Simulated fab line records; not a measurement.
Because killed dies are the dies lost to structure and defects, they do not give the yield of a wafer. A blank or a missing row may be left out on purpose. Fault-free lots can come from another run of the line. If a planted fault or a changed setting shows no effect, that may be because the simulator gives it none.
fab line records -- flow sky130
record lots=12, wafers=36, lastDay=50
route steps=708 shown NWELL@77 LDD_P@262 LDD_LDN@296 POLY_CUT@317 PAD_OPEN@708
lots that met no fault: from a run of the same line without faults
startH: start of the lot's first displayed wafer, in hours after the record's first day -- waitH: hours elapsed since this lot's preceding step -- " as in the row above -- L1.1+2: a single row standing in for several wafers -- - no value, or no start was given -- * or withheld: withheld -- < > ~ a bound
route shown NAME@n: names a module that has steps shown in the file, with the first one's number in the route -- usual: mean/standard deviation of fault-free wafers -- same: alike in all rows -- chamber/n: place in a boat -- sites: readings site by site -- _std_site: how widely they spread, as a standard deviation -- _edge_site: the outer-site mean with the inner-site mean subtracted -- radiusMm: for every site, how far away it sits from the centre of the wafer -- mask NAME#n: copy n -- behind: the tool/chamber that last shaped the wafer -- hold: cause of the lot's hold/its duration in hours/its outcome -- device: transistor that didn't switch, given as n, p or np -- end of line: tests of these same wafers at the route's end -- a step without rows: its recipe alone -- killed: not the wafer's yield, but the dies lost to structure and defects at the first sort -- map: a wafer's dies, marking killed ones x, the rest . and places with no die _
set.NAME: setting as actually run; set.NAME@STEP: the setting as run at that earlier step -- model.NAME: the simulator's own value behind a step, which no gauge read
the route's steps for a sample of lots (tables are steps, rows are wafers)
services: a tool's chamber out of use, with start hour (startH, from the record's first day; less than 0 if before it), hours out, and reason
## steps
# step SKY_NWELL_IMPLANT_24
# recipe species=B, energyKev=140, doseCm2=9.2e+12, tiltDeg=withheld
# usual doseIonsCm2=9.199e+12/9.8e+09, faradayCurrentUA=51.9/1.1
lot.wafer,tool,chamber,startH,waitH,doseIonsCm2,faradayCurrentUA
L372.1,implanter-04,0,102.59,0.0,9.197e+12,52.4
L372.5,implanter-04,0,102.59,0.0,9.192e+12,50.8
L372.6,implanter-04,0,102.59,0.0,9.194e+12,53.7
L373.2,implanter-01,0,109.47,0.0,9.195e+12,52.8
L373.3,implanter-01,0,109.47,0.0,9.19e+12,52.5
L373.6,implanter-01,0,109.47,0.0,9.188e+12,51.1
L375.3,implanter-01,0,119.04,0.1,9.195e+12,51.1
L375.4,implanter-01,0,119.04,0.1,9.207e+12,51.8
L375.5,implanter-01,0,119.04,0.1,9.196e+12,50.3
L376.1,implanter-04,0,125.96,0.0,9.2e+12,52.4
L376.2,implanter-04,0,125.96,0.0,9.219e+12,51.1
L376.3,implanter-04,0,125.96,0.0,9.203e+12,52.1
L379.3,implanter-04,0,144.65,0.1,9.21e+12,50.4
L379.4,implanter-04,0,144.65,0.1,9.185e+12,51.9
L379.6,implanter-04,0,144.65,0.1,9.201e+12,52.2
L382.2,implanter-02,0,160.32,0.0,9.191e+12,51.8
L382.3,implanter-02,0,160.32,0.0,9.203e+12,51.8
L382.5,implanter-02,0,160.32,0.0,9.202e+12,50.7
L384.3,implanter-01,0,175.99,0.1,9.204e+12,53.5
L384.5,implanter-01,0,175.99,0.1,9.213e+12,54.0
L384.6,implanter-01,0,175.99,0.1,9.216e+12,51.1
L385.1,implanter-04,0,180.36,0.0,1.0317e+13,58.4
L385.2,implanter-04,0,180.36,0.0,1.0322e+13,57.8
L385.5,implanter-04,0,180.36,0.0,1.0306e+13,59.4
L386.1,implanter-04,0,185.80,0.0,1.0314e+13,58.2
L386.2,implanter-04,0,185.80,0.0,1.0314e+13,58.8
L386.3,implanter-04,0,185.80,0.0,1.0305e+13,60.1
L387.1,implanter-04,0,192.75,0.0,1.0308e+13,60.5
L387.3,implanter-04,0,192.75,0.0,1.0295e+13,57.8
L387.5,implanter-04,0,192.75,0.0,1.0304e+13,58.7
L392.1,implanter-01,0,225.85,0.0,9.205e+12,51.0
L392.4,implanter-01,0,225.85,0.0,9.198e+12,50.6
L392.5,implanter-01,0,225.85,0.0,9.204e+12,51.8
L394.4,implanter-01,0,239.92,0.1,9.188e+12,51.0
L394.5,implanter-01,0,239.92,0.1,9.193e+12,51.3
L394.6,implanter-01,0,239.92,0.1,9.195e+12,51.9
# step SKY_NWELL_TW_MEAS_26
# usual NWELL_2_TW=499/6.3
lot.wafer,tool,chamber,startH,waitH,NWELL_2_TW
L372.1,filmMetro-01,-,102.84,0.1,493
L372.5,filmMetro-01,-,102.84,0.1,491
L372.6,filmMetro-01,-,102.84,0.1,491
L373.2,filmMetro-04,-,109.70,0.1,491
L373.3,filmMetro-04,-,109.70,0.1,493
L373.6,filmMetro-04,-,109.70,0.1,490
L375.3,filmMetro-01,-,119.26,0.1,495
L375.4,filmMetro-01,-,119.26,0.1,493
L375.5,filmMetro-01,-,119.26,0.1,497
L376.1,filmMetro-04,-,126.21,0.1,493
L376.2,filmMetro-04,-,126.21,0.1,495
L376.3,filmMetro-04,-,126.21,0.1,493
L379.3,filmMetro-04,-,144.87,0.1,489
L379.4,filmMetro-04,-,144.87,0.1,491
L379.6,filmMetro-04,-,144.87,0.1,492
L382.2,filmMetro-01,-,160.59,0.1,498
L382.3,filmMetro-01,-,160.59,0.1,498
L382.5,filmMetro-01,-,160.59,0.1,498
L384.3,filmMetro-01,-,176.21,0.1,497
L384.5,filmMetro-01,-,176.21,0.1,498
L384.6,filmMetro-01,-,176.21,0.1,495
L385.1,filmMetro-03,-,180.61,0.1,523
L385.2,filmMetro-03,-,180.61,0.1,526
L385.5,filmMetro-03,-,180.61,0.1,524
L386.1,filmMetro-03,-,186.05,0.1,524
L386.2,filmMetro-03,-,186.05,0.1,524
L386.3,filmMetro-03,-,186.05,0.1,524
L387.1,filmMetro-03,-,193.00,0.1,522
L387.3,filmMetro-03,-,193.00,0.1,526
L387.5,filmMetro-03,-,193.00,0.1,521
L392.1,filmMetro-01,-,226.10,0.1,492
L392.4,filmMetro-01,-,226.10,0.1,493
L392.5,filmMetro-01,-,226.10,0.1,492
L394.4,filmMetro-04,-,240.13,0.1,495
L394.5,filmMetro-04,-,240.13,0.1,494
L394.6,filmMetro-04,-,240.13,0.1,489
# step SKY_LDD_P_CD_MEAS_07
# recipe targetCdNm=380
# usual cdNm=380.3/2.9
lot.wafer,tool,chamber,startH,waitH,cdNm
L372.1,cdSem-01,-,433.06,0.1,379.8
L372.5,cdSem-01,-,433.06,0.1,381.4
L372.6,cdSem-01,-,433.06,0.1,379.0
L373.2,cdSem-02,-,438.13,0.1,384.9
L373.3,cdSem-02,-,438.13,0.1,382.8
L373.6,cdSem-02,-,438.13,0.1,381.1
L375.3,cdSem-02,-,458.89,0.1,375.8
L375.4,cdSem-02,-,458.89,0.1,378.3
L375.5,cdSem-02,-,458.89,0.1,375.0
L376.1,cdSem-02,-,470.57,0.1,374.3
L376.2,cdSem-02,-,470.57,0.1,374.2
L376.3,cdSem-02,-,470.57,0.1,374.6
L379.3,cdSem-01,-,506.64,0.1,380.2
L379.4,cdSem-01,-,506.64,0.1,381.4
L379.6,cdSem-01,-,506.64,0.1,381.2
L382.2,cdSem-01,-,515.29,0.1,379.3
L382.3,cdSem-01,-,515.29,0.1,378.8
L382.5,cdSem-01,-,515.29,0.1,378.2
L384.3,cdSem-01,-,536.71,0.1,381.1
L384.5,cdSem-01,-,536.71,0.1,383.0
L384.6,cdSem-01,-,536.71,0.1,382.8
L385.1,cdSem-01,-,542.55,0.1,380.7
L385.2,cdSem-01,-,542.55,0.1,380.7
L385.5,cdSem-01,-,542.55,0.1,380.9
L386.1,cdSem-02,-,551.81,0.1,383.9
L386.2,cdSem-02,-,551.81,0.1,381.1
L386.3,cdSem-02,-,551.81,0.1,383.0
L387.1,cdSem-01,-,559.87,0.1,378.6
L387.3,cdSem-01,-,559.87,0.1,375.3
L387.5,cdSem-01,-,559.87,0.1,377.6
L392.1,cdSem-02,-,606.41,0.1,381.9
L392.4,cdSem-02,-,606.41,0.1,382.7
L392.5,cdSem-02,-,606.41,0.1,379.7
L394.4,cdSem-01,-,620.32,0.1,381.6
L394.5,cdSem-01,-,620.32,0.1,380.3
L394.6,cdSem-01,-,620.32,0.1,377.3
# step SKY_LDD_LDN_OVL_MEAS_07
# usual LDD_LDN_OVL=0.7/1.3
lot.wafer,tool,chamber,startH,waitH,LDD_LDN_OVL[nm]
L372.1,overlay-02,-,523.70,0.1,1.5
L372.5,overlay-02,-,523.70,0.1,0.6
L372.6,overlay-02,-,523.70,0.1,0.6
L373.2,overlay-02,-,529.77,0.1,3.5
L373.3,overlay-02,-,529.77,0.1,1.1
L373.6,overlay-02,-,529.77,0.1,2.2
L375.3,overlay-01,-,549.77,0.1,0.1
L375.4,overlay-01,-,549.77,0.1,0.8
L375.5,overlay-01,-,549.77,0.1,-0.2
L376.1,overlay-01,-,561.45,0.1,1.5
L376.2,overlay-01,-,561.45,0.1,1.6
L376.3,overlay-01,-,561.45,0.1,1.8
L379.3,overlay-02,-,596.27,0.1,-1.4
L379.4,overlay-02,-,596.27,0.1,0.9
L379.6,overlay-02,-,596.27,0.1,-0.4
L382.2,overlay-02,-,603.92,0.1,1.1
L382.3,overlay-02,-,603.92,0.1,1.2
L382.5,overlay-02,-,603.92,0.1,2.6
L384.3,overlay-02,-,625.06,0.1,0.6
L384.5,overlay-02,-,625.06,0.1,0.6
L384.6,overlay-02,-,625.06,0.1,0.3
L385.1,overlay-01,-,630.55,0.1,0.9
L385.2,overlay-01,-,630.55,0.1,-0.2
L385.5,overlay-01,-,630.55,0.1,-0.8
L386.1,overlay-02,-,639.90,0.1,3.4
L386.2,overlay-02,-,639.90,0.1,3.7
L386.3,overlay-02,-,639.90,0.1,1.8
L387.1,overlay-02,-,647.25,0.1,0.6
L387.3,overlay-02,-,647.25,0.1,0.2
L387.5,overlay-02,-,647.25,0.1,1.1
L392.1,overlay-02,-,691.30,0.1,0.7
L392.4,overlay-02,-,691.30,0.1,-0.5
L392.5,overlay-02,-,691.30,0.1,0.2
L394.4,overlay-01,-,704.63,0.1,1.2
L394.5,overlay-01,-,704.63,0.1,-0.9
L394.6,overlay-01,-,704.63,0.1,0.5
# step SKY_POLY_CUT_ETCH_10
# recipe chemistry=N2/H2, target=BARC, ionEnergyEv=200, sourceW=500, biasW=100, pressureMtorr=30, n2FlowSccm=100, h2FlowSccm=200, stopOn=SiO2, timeS=45.9, targetDepthA=600
# usual drypumpMotorCurrentA=5.5/0.38, oesProductAu=0.855/0.0054, throttleValvePct=13.224/0.0087
lot.wafer,tool,chamber,startH,waitH,drypumpMotorCurrentA,oesProductAu,rfHoursCounterH,throttleValvePct
L372.1,rieDiel-01,3,556.91,0.0,5.5,0.863,37,13.212
L372.5,rieDiel-01,0,556.91,0.0,5.4,0.854,-,13.210
L372.6,rieDiel-01,3,556.91,0.0,5.5,0.851,-,13.221
L373.2,rieDiel-02,0,562.71,0.0,5.1,0.852,71,13.227
L373.3,rieDiel-02,1,562.71,0.0,5.8,0.862,55,13.240
L373.6,rieDiel-02,2,562.71,0.0,5.2,0.855,-,13.223
L375.3,rieDiel-01,1,583.41,0.0,5.7,0.855,2,13.225
L375.4,rieDiel-01,2,583.41,0.0,4.9,0.859,8,13.251
L375.5,rieDiel-01,3,583.41,0.0,5.5,0.861,-,13.223
L376.1,rieDiel-02,0,594.11,0.0,5.1,0.864,72,13.221
L376.2,rieDiel-02,2,594.11,0.0,5.2,0.861,9,13.232
L376.3,rieDiel-02,3,594.11,0.0,5.8,0.857,10,13.228
L379.3,rieDiel-02,2,627.23,0.0,5.3,0.856,10,13.235
L379.4,rieDiel-02,1,627.23,0.0,5.8,0.856,-,13.229
L379.6,rieDiel-02,3,627.23,0.0,5.8,0.853,-,13.236
L382.2,rieDiel-02,2,634.31,0.0,5.2,0.853,11,13.242
L382.3,rieDiel-02,0,634.31,0.0,5.1,0.860,0,13.230
L382.5,rieDiel-02,2,634.31,0.0,5.2,0.856,-,13.214
L384.3,rieDiel-01,3,654.82,0.0,5.5,0.858,39,13.225
L384.5,rieDiel-01,0,654.82,0.0,5.4,0.859,-,13.206
L384.6,rieDiel-01,3,654.82,0.0,5.5,0.857,-,13.216
L385.1,rieDiel-04,3,661.03,0.0,6.1,0.854,5,13.234
L385.2,rieDiel-04,2,661.03,0.0,5.1,0.855,12,13.216
L385.5,rieDiel-04,0,661.03,0.0,5.0,0.856,-,13.232
L386.1,rieDiel-04,2,669.92,0.0,5.1,0.856,13,13.224
L386.2,rieDiel-04,0,669.92,0.0,5.0,0.846,13,13.213
L386.3,rieDiel-04,3,669.92,0.0,6.1,0.855,5,13.215
L387.1,rieDiel-02,0,677.42,0.0,5.1,0.845,1,13.221
L387.3,rieDiel-02,3,677.42,0.0,5.8,0.850,12,13.228
L387.5,rieDiel-02,2,677.42,0.0,5.3,0.850,-,13.227
L392.1,rieDiel-02,2,722.26,0.0,5.2,0.855,14,13.225
L392.4,rieDiel-02,1,722.26,0.0,5.8,0.864,0,13.234
L392.5,rieDiel-02,0,722.26,0.0,5.1,0.853,-,13.229
L394.4,rieDiel-02,1,733.97,0.0,5.9,0.865,1,13.214
L394.5,rieDiel-02,3,733.97,0.0,5.8,0.866,-,13.212
L394.6,rieDiel-02,2,733.97,0.0,5.3,0.849,-,13.231
# step SKY_PAD_OPEN_PROBE_99
# usual killed_at_M0_to_M3=44/6.4, killed_at_M4_up=3.0/1.8, killedAtContacts=24/5, killedAtFrontEnd=16/4.3, killedAtOther=0.4/0.76, killedDies=88/8.6, killedOnRim=18/4, killedOpen=47/7.2, killedShort=40/5.5
# same grossDies=492, killedAtBackSide=0
lot.wafer,tool,chamber,startH,waitH,killed_at_M0_to_M3,killed_at_M4_up,killedAtContacts,killedAtFrontEnd,killedAtOther,killedDies,killedOnRim,killedOpen,killedShort
L382.5,prober-01,-,1126.90,0.2,48,6,34,13,0,101,23,58,43
L384.3,prober-01,-,1139.32,0.2,56,3,20,14,3,96,22,43,49
L384.5,prober-01,-,1139.42,0.2,53,3,23,11,4,94,18,48,42
L384.6,prober-01,-,1139.47,0.2,38,4,19,16,1,78,15,48,27
L385.1,prober-02,-,1142.95,0.1,37,1,32,9,0,79,25,38,41
L385.2,prober-02,-,1143.00,0.1,38,3,31,12,1,85,17,40,45
L385.5,prober-02,-,1143.15,0.2,48,2,22,18,1,91,20,46,45
L386.1,prober-01,-,1149.52,0.1,54,5,19,16,0,94,19,43,50
L386.2,prober-01,-,1149.57,0.1,44,4,23,20,0,91,13,44,46
L386.3,prober-01,-,1149.62,0.2,54,1,26,17,1,99,20,58,40
# killed by level:class
L382.5 CONTACT:geometricParticle:open=13 VIA1:geometricParticle:open=13 LI_CONTACT:geometricParticle:open=8 METAL3:geometricParticle:short=6 FIELD_ISO:geometricParticle:open=5 LOCAL_INTERCONNECT:geometricParticle:short=5 VIA3:geometricParticle:open=5 VIA1:geometricParticle:short=5
L384.3 VIA1:geometricParticle:open=16 VIA1:geometricParticle:short=9 VIA2:geometricParticle:open=7 METAL2:geometricParticle:short=7 LI_CONTACT:geometricParticle:open=6 LI_CONTACT:geometricParticle:short=6 FIELD_ISO:geometricParticle:short=4 METAL1:geometricParticle:short=4
L384.5 VIA1:geometricParticle:open=14 VIA1:geometricParticle:short=9 CONTACT:geometricParticle:open=8 VIA2:geometricParticle:open=8 METAL2:geometricParticle:short=6 LI_CONTACT:geometricParticle:open=5 FIELD_ISO:geometricParticle:short=4 FIELD_ISO:geometricParticle:open=4
L384.6 VIA1:geometricParticle:open=9 CONTACT:geometricParticle:open=7 FIELD_ISO:geometricParticle:open=6 METAL1:geometricParticle:open=5 METAL1:geometricParticle:short=5 VIA2:geometricParticle:open=4 VIA3:geometricParticle:open=4 LI_CONTACT:geometricParticle:open=3
L385.1 CONTACT:geometricParticle:open=8 METAL1:geometricParticle:short=8 LOCAL_INTERCONNECT:geometricParticle:short=7 CONTACT:geometricParticle:short=7 VIA1:geometricParticle:short=7 VIA3:geometricParticle:open=6 LI_CONTACT:geometricParticle:open=5 VIA1:geometricParticle:open=4
L385.2 CONTACT:geometricParticle:open=10 VIA2:geometricParticle:open=9 CONTACT:geometricParticle:short=8 METAL2:geometricParticle:short=7 FIELD_ISO:geometricParticle:short=5 LI_CONTACT:geometricParticle:open=5 VIA1:geometricParticle:open=5 METAL3:geometricParticle:short=5
L385.5 VIA1:geometricParticle:open=10 VIA2:geometricParticle:open=10 LI_CONTACT:geometricParticle:open=8 METAL1:geometricParticle:short=7 CONTACT:geometricParticle:open=6 POLY_GATE:geometricParticle:short=6 METAL3:geometricParticle:short=6 LOCAL_INTERCONNECT:geometricParticle:short=5
L386.1 VIA2:geometricParticle:open=8 METAL1:geometricParticle:short=7 VIA3:geometricParticle:open=7 VIA1:geometricParticle:open=7 CONTACT:geometricParticle:open=6 METAL2:geometricParticle:short=6 POLY_GATE:geometricParticle:short=5 VIA1:geometricParticle:short=5
L386.2 VIA1:geometricParticle:open=9 FIELD_ISO:geometricParticle:short=8 CONTACT:geometricParticle:open=8 LI_CONTACT:geometricParticle:open=7 VIA1:geometricParticle:short=6 METAL2:geometricParticle:short=6 VIA2:geometricParticle:open=6 METAL1:geometricParticle:short=5
L386.3 CONTACT:geometricParticle:open=13 VIA1:geometricParticle:open=11 LI_CONTACT:geometricParticle:open=9 VIA1:geometricParticle:short=8 METAL2:geometricParticle:short=7 VIA2:geometricParticle:open=7 VIA3:geometricParticle:open=7 FIELD_ISO:geometricParticle:open=5
## services
tool,chamber,startH,hours,kind
implanter-01,-,204.65,0.6,repair
rieDiel-02,-,232.67,0.4,repair
rieDiel-02,1,233.30,2.0,repair
implanter-04,-,258.52,1.2,repair
implanter-01,-,278.42,0.7,repair
rieDiel-02,0,280.66,7.3,repair
implanter-01,-,288.25,2.9,repair
implanter-04,-,298.02,4.0,pm
rieDiel-02,-,312.09,0.3,repair
rieDiel-02,-,346.84,0.1,repair
implanter-01,-,354.64,6.5,pm
implanter-01,-,368.22,3.6,repair
implanter-04,-,422.54,3.0,pm
rieDiel-02,1,425.63,4.2,repair
implanter-04,-,434.55,1.2,repair
rieDiel-02,3,452.45,7.0,repair
implanter-04,-,475.26,3.5,repair
implanter-01,-,522.53,4.2,repair
rieDiel-02,2,534.57,6.5,repair
implanter-01,-,560.01,5.1,repair
rieDiel-02,3,562.45,13.3,repair
implanter-01,-,590.93,0.8,repair
rieDiel-02,1,673.39,15.3,repair
rieDiel-02,-,702.24,2.8,pm
## key
firstSign step=SKY_NWELL_IMPLANT_24, reading=doseIonsCm2, direction=up, sigmas=99+, usual=*, struck=*
effect step=SKY_NWELL_IMPLANT_24, reading=faradayCurrentUA, direction=up, sigmas=6.5, usual=51.9, struck=58.8
effect step=SKY_NWELL_TW_MEAS_26, reading=NWELL_2_TW, direction=up, sigmas=3.9, usual=499, struck=524
metAt SKY_NWELL_IMPLANT_24
struckLots L385,L386,L387
testerLeftOut L385,L386,L387
notActingAt SKY_LDD_P_CD_MEAS_07,SKY_LDD_LDN_OVL_MEAS_07,SKY_POLY_CUT_ETCH_10
onsetBetween 144.65 180.36
fault kind=processParameterDrift, tool=implanter-04, chamber=-, onsetH=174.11, steps=SKY_NWELL_IMPLANT_24, channel=doseCm2, offset=*, shape=step, endH=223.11, actsIn=*, stated=*
# testerLeftOut: of these lots the tester's yield and bins aren't shown, on N5 and GAA mostly nor the transistor test; their killed dies are dies lost to structure and defects alone, not to doping, threshold or leakage, so they don't give the yield
